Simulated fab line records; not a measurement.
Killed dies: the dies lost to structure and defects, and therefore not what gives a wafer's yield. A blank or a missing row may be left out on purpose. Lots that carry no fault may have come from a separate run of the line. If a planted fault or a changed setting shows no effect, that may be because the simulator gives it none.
Which tool did it?	flow gf180mcu	Sampling: 13 lots, 39 wafers, 5 of 602 route steps

## WHAT EACH GAUGE READ, for each wafer
GF_VT_IMPLANT_TW_MEAS_21. Usual: VT_IMPLANT_2_TW 1214, standard deviation 8.7.
lot	measured	on	VT_IMPLANT_2_TW	flag
L371	day 6 06:05	filmMetro-02	1226 1228 1234	
L372	day 6 12:19	filmMetro-01	1216 1214 1216	
L373	day 6 17:48	filmMetro-03	1216 1219 1217	
L374	day 7 04:48	filmMetro-03	1210 1208 1210	
L379	day 8 09:13	filmMetro-01	1215 1212 1212	
L382	day 9 11:06	filmMetro-03	1113 1193 1098 1113 1198 1100	OFF
L384	day 9 20:03	filmMetro-01	1102 1093 1084 1106 1093 1086	OFF
L386	day 10 07:25	filmMetro-02	1231 1225 1229	
L387	day 10 14:20	filmMetro-01	1219 1219 1210	
L390	day 11 06:42	filmMetro-03	1203 1207 1206	
L391	day 11 15:09	filmMetro-02	1222 1214 1214	
L393	day 12 02:01	filmMetro-01	1214 1216 1209	
L394	day 12 08:09	filmMetro-03	1207 1207 1211	

GF_M2_RS_MEAS_05: measures by four-point-probe. Usual: M2_ALCU_RS 0.0696 ohm/sq, standard deviation 0.0008.
lot	measured	on	M2_ALCU_RS (ohm/sq)	flag
L371	day 18 03:52	filmMetro-01	0.0693 0.0690 0.0694	
L372	day 18 09:49	filmMetro-02	0.0711 0.0701 0.0698	
L373	day 18 23:59	filmMetro-02	0.0688 0.0698 0.0689	
L374	day 19 16:11	filmMetro-01	0.0697 0.0701 0.0700	
L379	day 21 10:04	filmMetro-02	0.0692 0.0696 0.0696	
L382	day 22 17:22	filmMetro-02	0.0698 0.0693 0.0699	
L384	day 23 05:43	filmMetro-02	0.0682 0.0700 0.0694	
L386	day 23 19:15	filmMetro-01	0.0708 0.0704 0.0712	
L387	day 24 06:22	filmMetro-04	0.0696 0.0699 0.0693	
L390	day 24 23:55	filmMetro-02	0.0679 0.0680 0.0687	
L391	day 25 11:19	filmMetro-01	0.0700 0.0697 0.0706	
L393	day 25 23:40	filmMetro-04	0.0684 0.0696 0.0688	
L394	day 26 04:27	filmMetro-01	0.0712 0.0692 0.0693	

## TOOL THAT RAN EACH LOT (tool first, then ch and the chambers of the sampled wafers, then the start)
lot	GF_MVPSD_STRIP_10	GF_VT_IMPLANT_IMPLANT_19	GF_HV_LDD_ETCHBACK_58
L371	plasmaAsher-02 ch 0,1, day 4 23:56	implanter-02 ch 0, day 6 05:52	rieDiel-03 ch 1,2, day 12 10:09
L372	plasmaAsher-04 ch 0,1, day 5 05:44	implanter-04 ch 0, day 6 12:05	rieDiel-01 ch 0,3, day 12 17:26
L373	plasmaAsher-03 ch 0,1, day 5 11:33	implanter-02 ch 0, day 6 17:33	rieDiel-03 ch 0,3, day 13 04:48
L374	plasmaAsher-02 ch 0,1, day 5 22:49	implanter-04 ch 0, day 7 04:33	rieDiel-02 ch 0,2,3, day 13 18:11
L379	plasmaAsher-03 ch 0,1, day 7 00:18	implanter-01 ch 0, day 8 08:58	rieDiel-02 ch 0,2,3, day 15 07:29
L382	plasmaAsher-04 ch 0,1, day 8 00:41	implanter-04 ch 0, day 9 10:51	rieDiel-02 ch 0,1, day 16 12:25
L384	plasmaAsher-03 ch 1, day 8 10:04	implanter-04 ch 0, day 9 19:48	rieDiel-01 ch 0,2,3, day 17 01:00
L386	plasmaAsher-04 ch 0,1, day 8 21:21	implanter-02 ch 0, day 10 07:10	rieDiel-03 ch 0,2, day 17 14:26
L387	plasmaAsher-04 ch 0,1, day 9 03:36	implanter-01 ch 0, day 10 14:05	rieDiel-03 ch 0,1,3, day 18 02:38
L390	plasmaAsher-04 ch 0,1, day 9 18:54	implanter-02 ch 0, day 11 06:28	rieDiel-03 ch 1,2,3, day 18 21:14
L391	plasmaAsher-02 ch 0,1, day 10 03:12	implanter-02 ch 0, day 11 14:55	rieDiel-02 ch 0,1,3, day 19 10:27
L393	plasmaAsher-03 ch 0,1, day 10 12:59	implanter-02 ch 0, day 12 01:49	rieDiel-03 ch 1,2,3, day 20 00:57
L394	plasmaAsher-03 ch 0,1, day 10 18:50	implanter-02 ch 0, day 12 07:55	rieDiel-01 ch 0,1,2, day 20 05:45
- GF_MVPSD_STRIP_10: strips in O2/N2.
- GF_VT_IMPLANT_IMPLANT_19
- GF_HV_LDD_ETCHBACK_58: etches Si3N4 in CH3F/O2, stops on SiO2, time 100 s, target depth 90 nm.

## AS READ BY THE TOOLS THEMSELVES (means over the sampled wafers that have a number; for cases with no such wafer, the mark the record gives instead)
GF_MVPSD_STRIP_10. Usual: drypumpMotorCurrentA 5.6 A, standard deviation 0.67; heaterPowerW 330 W, standard deviation 22; oesProductAu 0.723 a.u., standard deviation 0.0044; stripTimeToEndpointS 36.97 s, standard deviation 0.085.
lot	tool	drypumpMotorCurrentA (A)	heaterPowerW (W)	oesProductAu (a.u.)	stripTimeToEndpointS (s)	flag
L371	plasmaAsher-02	5.7	344	0.725	36.96	
L372	plasmaAsher-04	5.0	322	0.721	37.04	
L373	plasmaAsher-03	6.2	349	0.720	37.00	
L374	plasmaAsher-02	6.2	340	0.720	36.98	
L379	plasmaAsher-03	6.2	353	0.719	37.05	
L382	plasmaAsher-04	5.0	315	0.729	36.94	
L384	plasmaAsher-03	6.4	353	0.722	37.02	
L386	plasmaAsher-04	5.0	317	0.726	36.95	
L387	plasmaAsher-04	5.0	320	0.719	36.91	
L390	plasmaAsher-04	5.4	307	0.722	36.89	
L391	plasmaAsher-02	5.7	347	0.723	37.00	
L393	plasmaAsher-03	6.0	346	0.726	37.04	
L394	plasmaAsher-03	5.9	346	0.717	36.91	

GF_HV_LDD_ETCHBACK_58. Usual: drypumpMotorCurrentA 5.9 A, standard deviation 0.43; oesProductAu 0.845 a.u., standard deviation 0.0058; throttleValvePct 10.562 %, standard deviation 0.0088.
lot	tool	drypumpMotorCurrentA (A)	oesProductAu (a.u.)	throttleValvePct (%)	flag
L371	rieDiel-03	6.2	0.843	10.555	
L372	rieDiel-01	5.6	0.851	10.560	
L373	rieDiel-03	5.6	0.848	10.556	
L374	rieDiel-02	6.0	0.848	10.564	
L379	rieDiel-02	5.9	0.843	10.562	
L382	rieDiel-02	5.8	0.842	10.562	
L384	rieDiel-01	5.8	0.845	10.570	
L386	rieDiel-03	5.5	0.850	10.563	
L387	rieDiel-03	5.9	0.845	10.565	
L390	rieDiel-03	6.1	0.839	10.552	
L391	rieDiel-02	5.8	0.857	10.560	
L393	rieDiel-03	6.1	0.847	10.560	
L394	rieDiel-01	6.2	0.841	10.565	

## THE ANSWER, worked out from the rows above alone
Rule: lot off if the mean of its wafers having a number is beyond 3 standard deviations from the usual mean. A lot without any number at a reading at which 4 lots or more have one is off too. All remaining lots with rows at the step are treated as sound. Order of review: gauges by route order, followed by the tools' own readings, for which a lot's mean as printed above is used. The first step at which some lot is off is used, and at that step the reading that is off furthest; a lot without a number counts as furthest.
Off: at GF_VT_IMPLANT_TW_MEAS_21 (VT_IMPLANT_2_TW), L382, L384.
If a tool, at a process step before that reading, ran all the lots that are off and no sound lot after the first of them, it fits. Gauges at GF_VT_IMPLANT_TW_MEAS_21: tried the same way as those tools. One fits: implanter-04 at GF_VT_IMPLANT_IMPLANT_19. A fault onset in the window from L374 (day 7 04:33, its last sound lot) to L382 (day 9 10:51, its first lot off) fits.

## WHAT THE SIMULATOR HAD INSERTED
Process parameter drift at GF_VT_IMPLANT_IMPLANT_19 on implanter-04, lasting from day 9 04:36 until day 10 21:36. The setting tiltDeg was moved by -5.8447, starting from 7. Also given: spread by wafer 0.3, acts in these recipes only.
Lots struck among those shown: L382, L384. The rule above found the same.
